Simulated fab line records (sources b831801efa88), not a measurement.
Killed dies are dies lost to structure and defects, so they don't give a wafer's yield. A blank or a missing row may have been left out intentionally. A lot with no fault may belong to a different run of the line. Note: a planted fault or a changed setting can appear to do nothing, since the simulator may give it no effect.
Comparing a struck lot with a sound one / flow sky130 / 14 out of 708 route steps
Sound: these wafers, L662.4, L662.5, L662.6. The struck wafers were L666.2, L666.4, L666.5. The cause comes at the end.
For every step that has rows: the tool of each side, followed by ch and its chambers, followed by its first start. Under that, the readings that differ: sound wafers / struck wafers / difference of the means / sigmas: that difference in standard deviations of wafers without a fault.
alike: readings whose means differ by less than 2 such deviations, and words and numbers that are the same on both sides. not compared: withheld readings, readings that some wafer has no value for, bounds like >300 that may hide the same value, and numbers for which the record gives no deviation and whose values overlap.
Wherever a step has rows on one side only, a row that says differs or no value, or a row with sigmas, the two part there. Numbers that don't overlap but have no deviation are shown without sigmas and don't part them. A reading missing from all wafers of one side parts the sides only when that side holds two or more wafers.

first, 1 step without rows for these wafers: SKY_VIA4_DEVELOP_10 (develop time 60 s).
SKY_VIA4_OVL_MEAS_11:
  sound: overlay-01 at day 45 13:49; struck: overlay-02 at day 46 18:57
  alike: VIA4_OVL
SKY_VIA4_ETCH_12: etches SiO2 in C4F8/O2/Ar, stops on TiN, target depth 580 nm.
  sound on rieDiel-04 ch 0,2,3, day 45 13:52; struck on rieDiel-04 ch 2,3, day 46 18:59
  alike: oesProductAu, rfFwdPowerW
then, 4 steps without rows for these wafers: SKY_VIA4_STRIP_13 (strips in O2/N2); SKY_VIA4_STRIP_14 (strips in post etch residue remover, time 1200 s); SKY_VIA4_CLEAN_15 (cleans in IPA, time 180 s); SKY_VIA4_CLEAN_16 (cleans in O3/DIW).
SKY_VIA4_SPUTTER_17: material TiN, target thk 20 nm, time 80 s.
  sound: pvdSputter-01 at day 45 14:34; struck: pvdSputter-01 at day 46 19:38
  alike: cathodeDcPowerW, chamberPressurePa, throttleValvePct
SKY_VIA4_CVD_18: deposits W, target thk 505 nm, time 152.14 s.
  sound on cvdW-02 ch 0,1, day 45 14:41; struck on cvdW-02 ch 0, day 46 19:43
  alike: heaterPowerW
SKY_VIA4_RS_MEAS_19: the measuring method here is four-point-probe.
  sound: filmMetro-04 at day 45 14:50; struck: filmMetro-04 at day 46 19:53
  alike: VIA4_W_RS
SKY_VIA4_THK_MEAS_20: measures by xrf.
  sound: filmMetro-04 at day 45 14:56; struck: filmMetro-04 at day 46 19:59
  alike: VIA4_W_THK
SKY_VIA4_CMP_21: polishes, stops on SiO2, t overpolish 25 s, target thk 0 nm.
  sound on cmp-01 ch 0,2,3, day 45 15:04; struck on cmp-02 ch 0,3, day 46 20:02
reading=headPressurePsi (psi); sound=3.496 3.484 3.502; struck=3.510 3.509 3.516; difference=+0.018; sigmas=+2
  alike: motorCurrentA, overpolishRunS, timeToEndpointS
SKY_METAL5_SPUTTER_00: material Ti, target thk 15 nm, time 10 s.
  sound: pvdSputter-03 at day 45 15:16; struck: pvdSputter-02 at day 46 20:20
  no value came back on the struck wafers for cathodeDcPowerW (W), chamberPressurePa (Pa), throttleValvePct (%); on the sound wafers cathodeDcPowerW (W) reads 3000.1 3001.3 2999.5
SKY_METAL5_SPUTTER_01: material TiN, target thk 20 nm, time 16.7 s.
  sound: pvdSputter-03 at day 45 15:17; struck: pvdSputter-02 at day 46 20:22
  alike: cathodeDcPowerW, chamberPressurePa, throttleValvePct

WHERE THEY PART
Last at SKY_METAL5_SPUTTER_00 as far as this record goes, first at SKY_VIA4_CMP_21. Later steps at which nothing parts them and some readings are alike: SKY_METAL5_SPUTTER_01.

WHY: the cause the simulator had injected
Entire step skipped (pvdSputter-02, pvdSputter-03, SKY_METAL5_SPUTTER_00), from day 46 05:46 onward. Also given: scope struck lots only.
